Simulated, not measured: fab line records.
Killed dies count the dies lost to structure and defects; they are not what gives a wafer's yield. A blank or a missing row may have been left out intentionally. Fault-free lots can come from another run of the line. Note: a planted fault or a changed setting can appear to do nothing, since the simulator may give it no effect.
Which tool was responsible? | flow sky130 | 13 lots (39 wafers sampled), 1 step of a 708-step route

== WHAT THE GAUGES SHOWED, per wafer ==
SKY_NWELL_TW_MEAS_15.
lot  | measured     | on            | NWELL_TW
L866 | day 4 16:12  | film metro-04 | 1828 1819 1823
L867 | day 4 22:34  | film metro-03 | 1822 1817 1815
L868 | day 5 03:25  | film metro-03 | 1839 1830 1833
L869 | day 5 08:55  | film metro-02 | 1799 1803 1797
L870 | day 5 13:24  | film metro-02 | 1799 1796 1800
L872 | day 6 01:36  | film metro-04 | 1817 1814 1821
L871 | day 6 01:56  | film metro-03 | 1830 1835 1828
L874 | day 6 12:04  | film metro-03 | 1842 1840 1827
L877 | day 7 12:45  | film metro-04 | 1816 1825 1834
L883 | day 8 17:32  | film metro-03 | 1832 1837 1837
L887 | day 9 14:59  | film metro-03 | 1838 1827 1825
L888 | day 9 20:12  | film metro-04 | 1825 1821 1829
L889 | day 10 06:13 | film metro-03 | 1833 1835 1841

== WHICH TOOL RAN EACH LOT (tool, then ch and the chambers of the sampled wafers, then the start) ==
There is no process step in the record ahead of these readings.

== AS READ BY THE TOOLS THEMSELVES (means over the sampled wafers that have a number; for cases with no such wafer, the mark the record gives instead) ==
The record holds no such reading with a usual standard deviation.

== THE ANSWER, worked out from the rows above alone ==
Rule: the lots themselves supply what counts as usual. Put in order of their means at a reading, lots are off if they are a third of the lots or fewer, leave a main group of 4 or more, and stand apart from it by a gap of 3 or more times the standard deviation of the main group's means; of several such gaps the widest counts. If all means in a main group match to the digits the tables above print for the reading, that group is not used. Also off: a lot with no number at a reading for which 4 or more lots have one. All remaining lots with rows at the step are treated as sound. After the gauges, taken in route order, come the tools' own readings; for these a lot's mean is taken, as printed above. The first step at which some lot is off is used, and at that step the reading that is off furthest; a lot without a number counts as furthest.
None of the lots is off at any reading shown; this tells nothing.

== WHAT THE SIMULATOR HAD PUT IN ==
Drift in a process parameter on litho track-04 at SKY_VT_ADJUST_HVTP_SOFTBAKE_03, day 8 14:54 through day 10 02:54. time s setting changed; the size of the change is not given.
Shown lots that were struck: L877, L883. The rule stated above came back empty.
